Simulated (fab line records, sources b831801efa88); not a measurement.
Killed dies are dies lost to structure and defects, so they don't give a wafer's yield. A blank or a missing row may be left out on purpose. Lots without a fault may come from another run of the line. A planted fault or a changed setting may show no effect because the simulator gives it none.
fab line records | flow gf180mcu
record lots=5 wafers=15 last_day=33
route steps=602 shown M5@526 V5@540
lots that met no fault: from a run of the same line without faults
start_h: hours from the record's first day to the start of the lot's first wafer shown | wait_h: hours since the lot's step before | " the same as in the row above | L1.1+2: a row that stands for several wafers | - no value, or no start given | * or withheld: withheld | < > ~ a bound
route shown NAME@n: a module of which the file shows steps, and the number in the route of the first | usual: mean/standard deviation of fault-free wafers | same: alike in all rows | chamber/n: place in a boat | sites: the reading at each site | _std_site: their standard deviation | _edge_site: outer sites' mean less inner sites' | radius_mm: how far each site lies from the wafer's centre | mask NAME#n: copy n | behind: the tool/chamber that last shaped the wafer | hold: why the lot was held/for how many hours/how that ended | device: the transistor (n, p or np) that didn't switch | end of line: the same wafers' tests at the end of the route | a step without rows: its recipe alone | killed: dies lost to structure and defects at the first sort, not the wafer's yield | map: a wafer's dies, x killed, . not, _ none there
set.NAME: the setting as run; set.NAME@STEP: as run at that earlier step | model.NAME: the simulator's own value behind a step, which no gauge read
lots at some steps of the route; a table a step, a row a wafer
services: from which hour (start_h, from the record's first day; less than 0 if before it) a tool's chamber was out of use, for how many hours, and why
## steps
# step GF_M5_DEHYDRATE_00
# recipe temp_c=200 time_s=60
# columns lot.wafer tool chamber start_h wait_h
L074.1+3+4 litho_track-01 0 596.42 9.6
L077.4+5+6 litho_track-02 0 620.49 10.0
L078.4+5+6 litho_track-01 0 635.99 9.6
L079.4+5+6 litho_track-01 0 644.79 9.1
L093.2+3+4 litho_track-01 0 727.99 7.8
# step GF_M5_HMDS_01
# recipe prime_time_s=60 prime_temp_c=120
# columns lot.wafer tool chamber start_h wait_h
L074.1+3+4 litho_track-01 0 596.57 0.1
L077.4+5+6 litho_track-02 0 620.64 0.1
L078.4+5+6 litho_track-01 0 636.14 0.1
L079.4+5+6 litho_track-01 0 644.94 0.1
L093.2+3+4 litho_track-01 0 728.14 0.1
# step GF_M5_COAT_02
# recipe resist=KrF spin_rpm=withheld resist_thk_nm=1000
# columns lot.wafer tool chamber start_h wait_h
L074.1+3+4 litho_track-01 0 596.72 0.1
L077.4+5+6 litho_track-02 0 620.79 0.1
L078.4+5+6 litho_track-01 0 636.29 0.1
L079.4+5+6 litho_track-01 0 645.09 0.1
L093.2+3+4 litho_track-01 0 728.29 0.1
# step GF_M5_SOFTBAKE_03
# recipe temp_c=130 time_s=60 resist=KrF
# columns lot.wafer tool chamber start_h wait_h
L074.1+3+4 litho_track-01 0 596.87 0.1
L077.4+5+6 litho_track-02 0 620.94 0.1
L078.4+5+6 litho_track-01 0 636.44 0.1
L079.4+5+6 litho_track-01 0 645.24 0.1
L093.2+3+4 litho_track-01 0 728.44 0.1
# step GF_M5_EXPOSE_04
# recipe mask_id=Metal5 target_cd_nm=280 na=0.68 source_shape=conventional sigma_outer=0.6 dose_mj=28
# usual reticle_temp_C=23.02/0.11
# same sigma_outer=0.6
# columns lot.wafer tool chamber start_h wait_h mask reticle_temp_C
L074.1 krf_scanner-01 0 - - Metal5#0 23.00
L074.3 " 0 " " Metal5#0 23.03
L074.4 " 0 " " Metal5#0 23.12
L077.4 krf_scanner-02 0 - - Metal5#0 22.99
L077.5 " 0 " " Metal5#0 23.10
L077.6 " 0 " " Metal5#0 23.04
L078.4 krf_scanner-02 0 - - Metal5#0 22.96
L078.5 " 0 " " Metal5#0 23.02
L078.6 " 0 " " Metal5#0 22.92
L079.4 krf_scanner-01 0 - - Metal5#0 23.03
L079.5 " 0 " " Metal5#0 22.96
L079.6 " 0 " " Metal5#0 22.90
L093.2 krf_scanner-02 0 - - Metal5#0 22.97
L093.3 " 0 " " Metal5#0 23.04
L093.4 " 0 " " Metal5#0 22.99
# step GF_M5_PEB_05
# recipe peb_temp_c=135 peb_time_s=90 resist=KrF
# same peb_time_s=90
# columns lot.wafer tool chamber start_h wait_h
L074.1+3+4 litho_track-04 0 - -
L077.4+5+6 litho_track-02 0 - -
L078.4+5+6 litho_track-01 0 - -
L079.4+5+6 litho_track-02 0 - -
L093.2+3+4 litho_track-01 0 - -
# step GF_M5_DEVELOP_06
# recipe develop_time_s=60 dev_temp_c=21
# columns lot.wafer tool chamber start_h wait_h
L074.1+3+4 litho_track-04 0 607.30 0.2
L077.4+5+6 litho_track-02 0 630.64 0.1
L078.4+5+6 litho_track-01 0 646.19 0.1
L079.4+5+6 litho_track-02 0 655.24 0.1
L093.2+3+4 litho_track-01 0 736.89 0.2
# step GF_M5_CD_MEAS_07
# recipe target_cd_nm=280
# usual cd_nm=280.3/1.3
# columns lot.wafer tool chamber start_h wait_h cd_nm
L074.1 cd_sem-02 - 607.45 0.1 282.6
L074.3 " - " " 281.6
L074.4 " - " " 281.4
L077.4 cd_sem-02 - 630.78 0.1 282.1
L077.5 " - " " 281.7
L077.6 " - " " 283.0
L078.4 cd_sem-02 - 646.32 0.1 279.5
L078.5 " - " " 279.7
L078.6 " - " " 280.4
L079.4 cd_sem-02 - 655.38 0.1 280.2
L079.5 " - " " 280.7
L079.6 " - " " 279.8
L093.2 cd_sem-01 - 737.03 0.1 280.7
L093.3 " - " " 279.7
L093.4 " - " " 279.6
# step GF_M5_OVL_MEAS_08
# usual M5_OVL=0/4.3
# columns lot.wafer tool chamber start_h wait_h M5_OVL[nm]
L074.1 overlay-01 - 607.57 0.1 6
L074.3 " - " " 4
L074.4 " - " " -3
L077.4 overlay-02 - 630.85 0.1 -2
L077.5 " - " " 6
L077.6 " - " " 9
L078.4 overlay-02 - 646.40 0.1 -3
L078.5 " - " " -4
L078.6 " - " " -8
L079.4 overlay-02 - 655.45 0.1 -7
L079.5 " - " " 4
L079.6 " - " " 0
L093.2 overlay-01 - 737.14 0.1 4
L093.3 " - " " -4
L093.4 " - " " -1
# step GF_M5_ETCH_09
# recipe chemistry=CF4/O2 target=Si3N4 target_depth_nm=52 source_w=800 bias_w=150 pressure_mtorr=150 cf4_flow_sccm=80 O2_flow_sccm=10 time_s=11.6
# usual drypump_motor_current_A=5.7/0.33 oes_product_au=0.998/0.011 throttle_valve_pct=5.971/0.0088
# columns lot.wafer tool chamber start_h wait_h drypump_motor_current_A oes_product_au rf_hours_counter_h throttle_valve_pct
L074.1 rie_diel-03 0 607.61 0.0 5.4 0.992 16 5.975
L074.3 " 1 " " 5.5 1.014 10 5.967
L074.4 " 2 " " 5.4 1.017 3 5.983
L077.4 rie_diel-02 2 630.87 0.0 5.6 0.987 12 5.957
L077.5 " 1 " " 5.9 1.016 - 5.972
L077.6 " 2 " " 5.6 0.986 - 5.981
L078.4 rie_diel-03 2 646.42 0.0 5.3 0.997 4 5.974
L078.5 " 0 " " 5.4 0.986 - 5.970
L078.6 " 1 " " 5.5 0.999 - 5.980
L079.4 rie_diel-04 0 655.47 0.0 5.7 1.015 9 5.978
L079.5 " 0 " " 5.7 1.005 - 5.963
L079.6 " 3 " " 5.8 0.989 - 5.964
L093.2 rie_diel-04 1 737.17 0.0 6.5 1.002 30 5.977
L093.3 " 0 " " 5.6 1.011 12 5.979
L093.4 " 3 " " 5.8 0.988 6 5.969
# step GF_M5_METAL_ETCH_10
# recipe chemistry=Cl2/BCl3 mask_material=KrF target_depth_nm=627.5 stop_on=SiO2 pressure_mtorr=8 icp_w=800 bias_w=140 Cl2_flow_sccm=80 bcl3_flow_sccm=40 time_s=104.6
# usual drypump_motor_current_A=5.39/0.29 oes_product_au=0.972/0.0054 throttle_valve_pct=28.249/0.011
# columns lot.wafer tool chamber start_h wait_h drypump_motor_current_A oes_product_au rf_hours_counter_h throttle_valve_pct
L074.1 rie_metal-02 1 607.63 0.0 5.71 0.965 12 28.274
L074.3 " 1 " " 5.71 0.961 - 28.257
L074.4 " 0 " " 6.48 0.974 - 28.270
L077.4 rie_metal-03 0 630.93 0.0 5.25 0.972 - 28.247
L077.5 " 0 " " 5.28 0.969 - 28.244
L077.6 " 1 " " 5.37 0.968 - 28.234
L078.4 rie_metal-03 0 646.48 0.0 5.26 0.964 - 28.259
L078.5 " 0 " " 5.25 0.964 - 28.262
L078.6 " 1 " " 5.39 0.972 - 28.251
L079.4 rie_metal-03 0 655.53 0.0 5.28 0.972 - 28.242
L079.5 " 0 " " 5.29 0.977 - 28.249
L079.6 " 1 " " 5.33 0.972 - 28.251
L093.2 rie_metal-02 1 737.23 0.0 5.71 0.968 - 28.258
L093.3 " 1 " " 5.71 0.963 - 28.254
L093.4 " 1 " " 5.71 0.966 - 28.264
# step GF_M5_STRIP_11
# recipe chemistry=O2/N2 power_w=1400 pressure_mtorr=1500 platen_temp_c=250 o2_flow_sccm=3000 n2_flow_sccm=300 overash_fraction=0.5
# usual drypump_motor_current_A=5.5/0.34 heater_power_w=345/39 oes_product_au=0.544/0.0049 strip_time_to_endpoint_s=7.54/0.05
# columns lot.wafer tool chamber start_h wait_h drypump_motor_current_A heater_power_w oes_product_au rf_hours_counter_h strip_time_to_endpoint_s
L074.1 plasma_asher-01 1 607.74 0.1 5.4 383 0.544 83 7.56
L074.3 " 1 " " 5.3 381 0.550 - 7.59
L074.4 " 0 " " 5.2 374 0.538 - 7.54
L077.4 plasma_asher-01 1 631.04 0.1 5.3 388 0.549 - 7.45
L077.5 " 0 " " 5.3 369 0.535 - 7.46
L077.6 " 1 " " 5.4 374 0.540 - 7.50
L078.4 plasma_asher-01 1 646.59 0.1 5.4 381 0.534 - 7.47
L078.5 " 1 " " 5.4 384 0.539 - 7.54
L078.6 " 0 " " 5.3 367 0.546 - 7.53
L079.4 plasma_asher-03 1 655.64 0.1 5.3 306 0.531 - 7.48
L079.5 " 0 " " 6.2 266 0.547 - 7.54
L079.6 " 1 " " 5.2 312 0.532 - 7.53
L093.2 plasma_asher-01 0 737.42 0.1 5.2 360 0.544 97 7.58
L093.3 " 1 " " 5.4 380 0.537 - 7.61
L093.4 " 0 " " 5.2 366 0.547 - 7.58
# step GF_M5_STRIP_12
# recipe chemistry=post_etch_residue_remover time_s=1200 temp_c=72.5
# usual bath_guard_temp_C=72.7/0.44
# columns lot.wafer tool chamber start_h wait_h bath_guard_temp_C
L074.1 wet_bench-02 0 607.84 0.1 73.3
L074.3 " 0 " " 73.3
L074.4 " 0 " " 73.1
L077.4 wet_bench-04 0 631.11 0.0 72.6
L077.5 " 0 " " 72.3
L077.6 " 0 " " 72.6
L078.4 wet_bench-02 0 646.66 0.0 73.2
L078.5 " 0 " " 73.6
L078.6 " 0 " " 73.4
L079.4 wet_bench-04 0 655.71 0.0 72.4
L079.5 " 0 " " 72.5
L079.6 " 0 " " 72.6
L093.2 wet_bench-02 3 737.52 0.1 72.4
L093.3 " 3 " " 72.9
L093.4 " 3 " " 72.7
# step GF_M5_CLEAN_13
# recipe chemistry=DIW dry=n2_spin
# columns lot.wafer tool chamber start_h wait_h
L074.1+3+4 wet_bench-03 1 608.22 0.0
L077.4+5+6 wet_bench-02 3 631.45 0.0
L078.4+5+6 wet_bench-04 1 647.00 0.0
L079.4+5+6 wet_bench-03 2 656.05 0.0
L093.2+3+4 wet_bench-04 0 737.89 0.0
# step GF_V5_CVD_00
# recipe material=SiO2 target_thk_nm=300 sigma_open_frac=0.3 temp_c=400 time_s=50 sih4_flow_sccm=60 pressure_mtorr=6
# usual pressure_mtorr=5.999/0.012
# columns lot.wafer tool chamber start_h wait_h pressure_mtorr
L074.1 hdpcvd-02 2 608.31 0.0 5.998
L074.3 " 1 " " 5.987
L074.4 " 2 " " 5.999
L077.4 hdpcvd-01 0 631.56 0.0 6.002
L077.5 " 2 " " 5.995
L077.6 " 1 " " 6.012
L078.4 hdpcvd-01 0 647.11 0.0 6.001
L078.5 " 1 " " 6.009
L078.6 " 2 " " 5.981
L079.4 hdpcvd-02 2 656.16 0.0 6.008
L079.5 " 0 " " 5.992
L079.6 " 2 " " 5.991
L093.2 hdpcvd-02 2 737.98 0.0 5.997
L093.3 " 1 " " 5.992
L093.4 " 0 " " 6.008
# step GF_V5_THK_MEAS_01
# recipe reads=SiO2_of_V5_CVD_00
# usual V5_CVD_00_THK=300/3.2
# columns lot.wafer tool chamber start_h wait_h V5_CVD_00_THK[nm]
L074.1 film_metro-04 - 608.35 0.0 304
L074.3 " - " " 305
L074.4 " - " " 301
L077.4 film_metro-04 - 631.62 0.0 299
L077.5 " - " " 301
L077.6 " - " " 300
L078.4 film_metro-03 - 647.16 0.0 296
L078.5 " - " " 298
L078.6 " - " " 300
L079.4 film_metro-04 - 656.24 0.1 298
L079.5 " - " " 301
L079.6 " - " " 298
L093.2 film_metro-01 - 738.04 0.0 297
L093.3 " - " " 302
L093.4 " - " " 306
# step GF_V5_CVD_02
# recipe material=SiO2 target_thk_nm=1450 precursor=TEOS temp_c=400 time_s=163.28 rf_w=600
# usual heater_power_w=683/110
# columns lot.wafer tool chamber start_h wait_h heater_power_w
L074.1 pecvd-04 0 608.41 0.1 598
L074.3 " 2 " " 719
L074.4 " 1 " " 525
L077.4 pecvd-01 1 631.70 0.1 650
L077.5 " 0 " " 689
L077.6 " 2 " " 696
L078.4 pecvd-04 0 647.25 0.1 642
L078.5 " 2 " " 598
L078.6 " 1 " " 671
L079.4 pecvd-04 2 656.32 0.1 621
L079.5 " 1 " " 637
L079.6 " 0 " " 508
L093.2 pecvd-02 2 738.09 0.0 745
L093.3 " 1 " " 828
L093.4 " 2 " " 591
# step GF_V5_THK_MEAS_03
# recipe reads=SiO2_of_V5_CVD_02
# usual V5_CVD_02_THK=1452/22
# columns lot.wafer tool chamber start_h wait_h V5_CVD_02_THK[nm]
L074.1 film_metro-04 - 608.52 0.1 1462
L074.3 " - " " 1463
L074.4 " - " " 1467
L077.4 film_metro-04 - 631.78 0.0 1488
L077.5 " - " " 1453
L077.6 " - " " 1501
L078.4 film_metro-04 - 647.33 0.0 1499
L078.5 " - " " 1498
L078.6 " - " " 1466
L079.4 film_metro-03 - 656.41 0.0 1487
L079.5 " - " " 1474
L079.6 " - " " 1489
L093.2 film_metro-04 - 738.20 0.1 1448
L093.3 " - " " 1431
L093.4 " - " " 1455
# step GF_V5_CMP_04
# recipe material=SiO2 down_force_psi=4 platen_rpm=60 pad_velocity_m_s=0.94248
# usual motor_current_A=12.2/1.3 retaining_ring_pressure_frac=0.999/0.0051
# columns lot.wafer tool chamber start_h wait_h motor_current_A retaining_ring_pressure_frac
L074.4 cmp-02 3 608.58 0.0 14.6 1.002
L074.3 " 1 " " 10.7 1.004
L074.1 " 2 " " 12.5 0.998
L077.4 cmp-01 0 631.86 0.1 10.9 1.000
L077.6 " 3 " " 10.4 1.007
L077.5 " 0 " " 11.1 1.001
L078.4 cmp-02 1 647.46 0.1 11.8 0.998
L078.6 " 3 " " 14.5 1.000
L078.5 " 0 " " 12.5 1.000
L079.4 cmp-02 3 656.49 0.1 13.9 1.002
L079.5 " 2 " " 12.5 1.003
L079.6 " 3 " " 14.2 0.996
L093.3 cmp-01 0 738.25 0.0 10.6 0.998
L093.2 " 1 " " 10.6 1.000
L093.4 " 3 " " 11.0 0.995
# step GF_V5_BOW_MEAS_05
# recipe mode=bow
# usual V5_BOW=133/12
# columns lot.wafer tool chamber start_h wait_h V5_BOW[um]
L074.1 film_metro-04 - 608.88 0.1 146
L074.3 " - " " 145
L074.4 " - " " 137
L077.4 film_metro-04 - 632.17 0.3 134
L077.5 " - " " 122
L077.6 " - " " 122
L078.4 film_metro-04 - 647.72 0.2 129
L078.5 " - " " 127
L078.6 " - " " 125
L079.4 film_metro-03 - 656.80 0.3 140
L079.5 " - " " 126
L079.6 " - " " 138
L093.2 film_metro-03 - 738.57 0.2 118
L093.3 " - " " 130
L093.4 " - " " 121
# step GF_V5_DEHYDRATE_06
# recipe temp_c=200 time_s=60
# columns lot.wafer tool chamber start_h wait_h
L074.1+3+4 litho_track-03 0 618.90 10.0
L077.4+5+6 litho_track-03 0 642.27 10.1
L078.4+5+6 litho_track-03 0 656.72 9.0
L079.4+5+6 litho_track-01 0 665.99 9.2
L093.2+3+4 litho_track-02 0 746.39 7.8
# step GF_V5_HMDS_07
# recipe prime_time_s=60 prime_temp_c=120
# columns lot.wafer tool chamber start_h wait_h
L074.1+3+4 litho_track-03 0 619.05 0.1
L077.4+5+6 litho_track-03 0 642.42 0.1
L078.4+5+6 litho_track-03 0 656.87 0.1
L079.4+5+6 litho_track-01 0 666.14 0.1
L093.2+3+4 litho_track-02 0 746.54 0.1
# step GF_V5_COAT_08
# recipe resist=BARC temp_c=withheld time_s=withheld spin_rpm=withheld resist_thk_nm=withheld
# columns lot.wafer tool chamber start_h wait_h
L074.1+3+4 litho_track-03 0 619.20 0.1
L077.4+5+6 litho_track-03 0 642.57 0.1
L078.4+5+6 litho_track-03 0 657.02 0.1
L079.4+5+6 litho_track-01 0 666.29 0.1
L093.2+3+4 litho_track-02 0 746.69 0.1
# step GF_V5_COAT_09
# recipe resist=KrF spin_rpm=withheld resist_thk_nm=1000
# columns lot.wafer tool chamber start_h wait_h
L074.1+3+4 litho_track-03 0 - -
L077.4+5+6 litho_track-03 0 - -
L078.4+5+6 litho_track-03 0 - -
L079.4+5+6 litho_track-01 0 - -
L093.2+3+4 litho_track-02 0 - -
# step GF_V5_SOFTBAKE_10
# recipe temp_c=130 time_s=60 resist=KrF
# columns lot.wafer tool chamber start_h wait_h
L074.1+3+4 litho_track-03 0 - -
L077.4+5+6 litho_track-03 0 - -
L078.4+5+6 litho_track-03 0 - -
L079.4+5+6 litho_track-01 0 - -
L093.2+3+4 litho_track-02 0 - -
# step GF_V5_EXPOSE_11
# recipe mask_id=Via5 target_cd_nm=260 na=0.68 source_shape=conventional sigma_outer=0.6 dose_mj=38
# usual reticle_temp_C=22.98/0.095
# same sigma_outer=0.6
# columns lot.wafer tool chamber start_h wait_h mask reticle_temp_C
L074.1 krf_scanner-02 0 - - Via5#0 23.04
L074.3 " 0 " " Via5#0 22.97
L074.4 " 0 " " Via5#0 23.03
L077.4 krf_scanner-01 0 - - Via5#0 22.77
L077.5 " 0 " " Via5#0 23.06
L077.6 " 0 " " Via5#0 22.91
L078.4 krf_scanner-02 0 - - Via5#0 23.11
L078.5 " 0 " " Via5#0 23.04
L078.6 " 0 " " Via5#0 23.08
L079.4 krf_scanner-02 0 - - Via5#0 22.93
L079.5 " 0 " " Via5#0 22.85
L079.6 " 0 " " Via5#0 23.10
L093.2 krf_scanner-01 0 - - Via5#0 23.04
L093.3 " 0 " " Via5#0 23.06
L093.4 " 0 " " Via5#0 23.02
# step GF_V5_PEB_12
# recipe peb_temp_c=135 peb_time_s=90 resist=KrF
# same peb_time_s=90
# columns lot.wafer tool chamber start_h wait_h
L074.1+3+4 litho_track-01 0 - -
L077.4+5+6 litho_track-01 0 - -
L078.4+5+6 litho_track-03 0 - -
L079.4+5+6 litho_track-03 0 - -
L093.2+3+4 litho_track-01 0 - -
# step GF_V5_DEVELOP_13
# recipe develop_time_s=60 resist=KrF dev_temp_c=21
# columns lot.wafer tool chamber start_h wait_h
L074.1+3+4 litho_track-01 0 629.82 0.2
L077.4+5+6 litho_track-01 0 652.54 0.1
L078.4+5+6 litho_track-03 0 666.82 0.1
L079.4+5+6 litho_track-03 0 676.12 0.1
L093.2+3+4 litho_track-01 0 754.89 0.2
# step GF_V5_CD_MEAS_14
# recipe target_cd_nm=260
# usual cd_nm=259.9/1.3
# columns lot.wafer tool chamber start_h wait_h cd_nm
L074.1 cd_sem-02 - 629.97 0.1 259.5
L074.3 " - " " 259.1
L074.4 " - " " 261.1
L077.4 cd_sem-02 - 652.67 0.1 258.4
L077.5 " - " " 259.3
L077.6 " - " " 259.2
L078.4 cd_sem-02 - 666.96 0.1 260.1
L078.5 " - " " 260.1
L078.6 " - " " 261.0
L079.4 cd_sem-02 - 676.26 0.1 261.4
L079.5 " - " " 261.4
L079.6 " - " " 260.9
L093.2 cd_sem-02 - 755.03 0.1 260.4
L093.3 " - " " 261.8
L093.4 " - " " 261.6
# step GF_V5_OVL_MEAS_15
# usual V5_OVL=-6/5.2
# columns lot.wafer tool chamber start_h wait_h V5_OVL[nm]
L074.1 overlay-02 - 630.09 0.1 -6
L074.3 " - " " -3
L074.4 " - " " -1
L077.4 overlay-02 - 652.75 0.1 -1
L077.5 " - " " -9
L077.6 " - " " -4
L078.4 overlay-01 - 667.04 0.1 -4
L078.5 " - " " -3
L078.6 " - " " -4
L079.4 overlay-01 - 676.34 0.1 -2
L079.5 " - " " 1
L079.6 " - " " -1
L093.2 overlay-01 - 755.14 0.1 -4
L093.3 " - " " -10
L093.4 " - " " -5
# step GF_V5_ETCH_16
# recipe chemistry=N2/H2 target_depth_a=withheld overetch_a=withheld time_s=withheld target=BARC ion_energy_ev=200 source_w=500 bias_w=100 pressure_mtorr=30 n2_flow_sccm=100 h2_flow_sccm=200
# usual drypump_motor_current_A=6.1/0.31 h2_flow_sccm=200.0/0.55 oes_product_au=0.856/0.0049 throttle_valve_pct=13.225/0.0093
# columns lot.wafer tool chamber start_h wait_h drypump_motor_current_A h2_flow_sccm oes_product_au throttle_valve_pct
L074.1 rie_diel-02 3 630.12 0.0 6.0 199.4 0.853 13.239
L074.3 " 0 " " 6.0 200.8 0.852 13.223
L074.4 " 2 " " 5.6 200.1 0.850 13.227
L077.4 rie_diel-04 3 652.77 0.0 5.8 200.6 0.857 13.223
L077.5 " 0 " " 5.6 200.1 0.850 13.238
L077.6 " 3 " " 5.8 200.5 0.852 13.232
L078.4 rie_diel-04 1 667.05 0.0 6.5 200.8 0.853 13.229
L078.5 " 1 " " 6.5 199.6 0.855 13.233
L078.6 " 2 " " 5.6 199.6 0.867 13.226
L079.4 rie_diel-01 1 676.38 0.0 6.1 200.3 0.853 13.231
L079.5 " 0 " " 6.2 199.6 0.852 13.218
L079.6 " 3 " " 6.4 199.4 0.850 13.237
L093.2 rie_diel-01 0 755.17 0.0 6.3 200.1 0.855 13.233
L093.3 " 1 " " 6.2 200.4 0.851 13.220
L093.4 " 2 " " 6.2 200.7 0.859 13.222
# step GF_V5_ETCH_17
# recipe chemistry=C4F8/O2/Ar mask_material=KrF target=SiO2 stop_on=TiN source_w=1500 bias_w=1200 pressure_mtorr=40 c4f8_flow_sccm=withheld O2_flow_sccm=6 Ar_flow_sccm=300 time_s=withheld target_depth_a=8550
# usual oes_product_au=0.859/0.0046
# columns lot.wafer tool chamber start_h wait_h oes_product_au
L074.1 rie_diel-02 3 - - 0.862
L074.3 " 0 " " 0.867
L074.4 " 2 " " 0.857
L077.4 rie_diel-04 3 - - 0.861
L077.5 " 0 " " 0.858
L077.6 " 3 " " 0.853
L078.4 rie_diel-04 1 - - 0.860
L078.5 " 1 " " 0.873
L078.6 " 2 " " 0.857
L079.4 rie_diel-01 1 - - 0.852
L079.5 " 0 " " 0.860
L079.6 " 3 " " 0.856
L093.2 rie_diel-01 0 - - 0.860
L093.3 " 1 " " 0.860
L093.4 " 2 " " 0.855
# step GF_V5_STRIP_18
# recipe chemistry=O2/N2 power_w=1400 pressure_mtorr=1500 platen_temp_c=250 o2_flow_sccm=3000 n2_flow_sccm=300 overash_fraction=0.5
# usual drypump_motor_current_A=5.61/0.27 heater_power_w=355/21 oes_product_au=0.568/0.0055
# columns lot.wafer tool chamber start_h wait_h drypump_motor_current_A heater_power_w oes_product_au rf_hours_counter_h
L074.1 plasma_asher-01 0 630.27 - 5.23 373 0.569 85
L074.3 " 0 " " 5.28 373 0.577 -
L074.4 " 1 " " 5.38 378 0.575 -
L077.4 plasma_asher-02 0 652.96 - 5.81 349 0.555 -
L077.5 " 0 " " 5.81 351 0.573 -
L077.6 " 1 " " 5.71 330 0.568 -
L078.4 plasma_asher-02 1 667.24 - 5.71 328 0.574 -
L078.5 " 1 " " 5.71 319 0.566 -
L078.6 " 0 " " 5.82 358 0.562 -
L079.4 plasma_asher-01 0 676.54 - 5.24 370 0.571 -
L079.5 " 0 " " 5.26 366 0.554 -
L079.6 " 1 " " 5.33 366 0.562 -
L093.2 plasma_asher-04 1 755.32 - 5.90 343 0.569 70
L093.3 " 1 " " 5.87 339 0.575 -
L093.4 " 0 " " 5.97 343 0.568 -
# step GF_V5_STRIP_19
# recipe chemistry=post_etch_residue_remover time_s=1200 temp_c=72.5
# usual bath_guard_temp_C=72.5/0.36
# columns lot.wafer tool chamber start_h wait_h bath_guard_temp_C
L074.1 wet_bench-04 2 630.37 0.1 72.8
L074.3 " 2 " " 73.0
L074.4 " 2 " " 72.8
L077.4 wet_bench-04 2 653.02 0.0 73.0
L077.5 " 2 " " 72.9
L077.6 " 2 " " 73.0
L078.4 wet_bench-01 2 667.31 0.0 72.8
L078.5 " 2 " " 73.1
L078.6 " 2 " " 72.7
L079.4 wet_bench-01 2 676.61 0.0 72.7
L079.5 " 2 " " 72.4
L079.6 " 2 " " 72.8
L093.2 wet_bench-04 3 755.42 0.1 72.9
L093.3 " 3 " " 72.1
L093.4 " 3 " " 72.4
# step GF_V5_CLEAN_20
# recipe chemistry=DIW dry=n2_spin
# columns lot.wafer tool chamber start_h wait_h
L074.1+3+4 wet_bench-04 0 630.72 0.0
L077.4+5+6 wet_bench-01 0 653.37 0.0
L078.4+5+6 wet_bench-04 2 667.68 0.0
L079.4+5+6 wet_bench-01 1 676.95 0.0
L093.2+3+4 wet_bench-02 3 755.76 0.0
# step GF_V5_SPUTTER_21
# recipe material=Ti target_thk_nm=15 chamber_pressure_pa=5 power_w=2500 substrate_temp_c=200 time_s=80.02
# usual throttle_valve_pct=30.2/0.98
# columns lot.wafer tool chamber start_h wait_h throttle_valve_pct
L074.1 pvd_sputter-04 - 630.81 0.0 29.8
L074.3 " - " " 32.0
L074.4 " - " " 29.0
L077.4 pvd_sputter-04 - 653.46 0.0 31.3
L077.5 " - " " 29.9
L077.6 " - " " 29.3
L078.4 pvd_sputter-02 - 667.77 0.0 29.2
L078.5 " - " " 30.1
L078.6 " - " " 29.1
L079.4 pvd_sputter-01 - 677.04 0.0 30.0
L079.5 " - " " 29.5
L079.6 " - " " 30.1
L093.2 pvd_sputter-04 - 755.86 0.0 31.1
L093.3 " - " " 29.7
L093.4 " - " " 31.9
# step GF_V5_SPUTTER_22
# recipe material=TiN target_thk_nm=10 chamber_pressure_pa=5 power_w=4000 time_s=40
# usual throttle_valve_pct=30.2/1
# columns lot.wafer tool chamber start_h wait_h throttle_valve_pct
L074.1 pvd_sputter-04 - 630.87 0.0 29.5
L074.3 " - " " 31.9
L074.4 " - " " 29.1
L077.4 pvd_sputter-04 - 653.52 0.0 31.0
L077.5 " - " " 29.9
L077.6 " - " " 29.0
L078.4 pvd_sputter-02 - 667.83 0.0 29.6
L078.5 " - " " 29.9
L078.6 " - " " 29.1
L079.4 pvd_sputter-01 - 677.10 0.0 29.8
L079.5 " - " " 29.4
L079.6 " - " " 29.8
L093.2 pvd_sputter-04 - 755.92 0.0 31.4
L093.3 " - " " 29.7
L093.4 " - " " 31.8
# step GF_V5_CVD_23
# recipe material=W target_thk_nm=350 time_s=104.9 temp_c=400 pressure_torr=40
# usual heater_power_w=821/88
# columns lot.wafer tool chamber start_h wait_h heater_power_w
L074.1 cvd_w-01 1 630.91 0.0 954
L074.3 " 1 " " 980
L074.4 " 0 " " 879
L077.4 cvd_w-02 0 653.59 0.1 820
L077.5 " 0 " " 808
L077.6 " 1 " " 698
L078.4 cvd_w-01 1 667.91 0.1 949
L078.5 " 1 " " 961
L078.6 " 0 " " 876
L079.4 cvd_w-02 0 677.18 0.1 819
L079.5 " 0 " " 789
L079.6 " 1 " " 705
L093.2 cvd_w-02 1 755.96 0.0 721
L093.3 " 0 " " 839
L093.4 " 1 " " 719
# step GF_V5_RS_MEAS_24
# recipe thk_meas_gauge=four-point-probe reads=W_of_V5_CVD_23+TiN_of_V5_SPUTTER_22+Ti_of_V5_SPUTTER_21
# usual V5_W_RS=0.325/0.0065
# columns lot.wafer tool chamber start_h wait_h V5_W_RS[ohm/sq]
L074.1 film_metro-01 - 631.02 0.1 0.331
L074.3 " - " " 0.331
L074.4 " - " " 0.325
L077.4 film_metro-03 - 653.73 0.1 0.318
L077.5 " - " " 0.319
L077.6 " - " " 0.327
L078.4 film_metro-01 - 668.04 0.1 0.334
L078.5 " - " " 0.334
L078.6 " - " " 0.332
L079.4 film_metro-01 - 677.31 0.1 0.326
L079.5 " - " " 0.324
L079.6 " - " " 0.333
L093.2 film_metro-03 - 756.09 0.1 0.312
L093.3 " - " " 0.329
L093.4 " - " " 0.318
# step GF_V5_THK_MEAS_25
# recipe thk_meas_gauge=xrf reads=W_of_V5_CVD_23
# usual V5_W_THK=343/8.4
# columns lot.wafer tool chamber start_h wait_h V5_W_THK[nm]
L074.1 film_metro-01 - 631.14 0.1 336
L074.3 " - " " 335
L074.4 " - " " 344
L077.4 film_metro-03 - 653.82 0.1 359
L077.5 " - " " 358
L077.6 " - " " 349
L078.4 film_metro-01 - 668.13 0.1 334
L078.5 " - " " 333
L078.6 " - " " 337
L079.4 film_metro-01 - 677.40 0.1 338
L079.5 " - " " 338
L079.6 " - " " 331
L093.2 film_metro-03 - 756.20 0.1 367
L093.3 " - " " 350
L093.4 " - " " 363
## services
# columns tool chamber start_h hours kind
rie_diel-01 - 581.52 2.8 pm
krf_scanner-02 - 583.77 0.7 repair
krf_scanner-01 - 584.51 1.3 pm
wet_bench-04 - 585.17 5.4 repair
cmp-02 - 586.37 3.0 repair
cmp-02 - 590.29 2.0 repair
cmp-02 - 618.24 0.7 repair
krf_scanner-01 - 618.85 0.8 pm
krf_scanner-01 - 629.34 4.4 pm
cmp-02 - 630.40 0.6 repair
wet_bench-01 - 632.80 3.0 repair
krf_scanner-02 - 637.78 1.3 pm
rie_metal-03 - 639.23 0.3 repair
rie_diel-01 0 653.83 4.3 repair
rie_diel-01 2 656.02 20.4 repair
krf_scanner-01 - 660.00 5.5 repair
krf_scanner-02 - 674.73 1.0 pm
rie_diel-01 2 680.29 16.2 repair
krf_scanner-01 - 707.41 0.5 repair
rie_diel-01 0 707.62 8.1 repair
rie_diel-01 3 713.17 1.4 repair
krf_scanner-01 - 728.26 1.0 pm
pvd_sputter-04 - 729.14 1.9 repair
krf_scanner-02 - 739.60 0.8 pm
## key
fault none
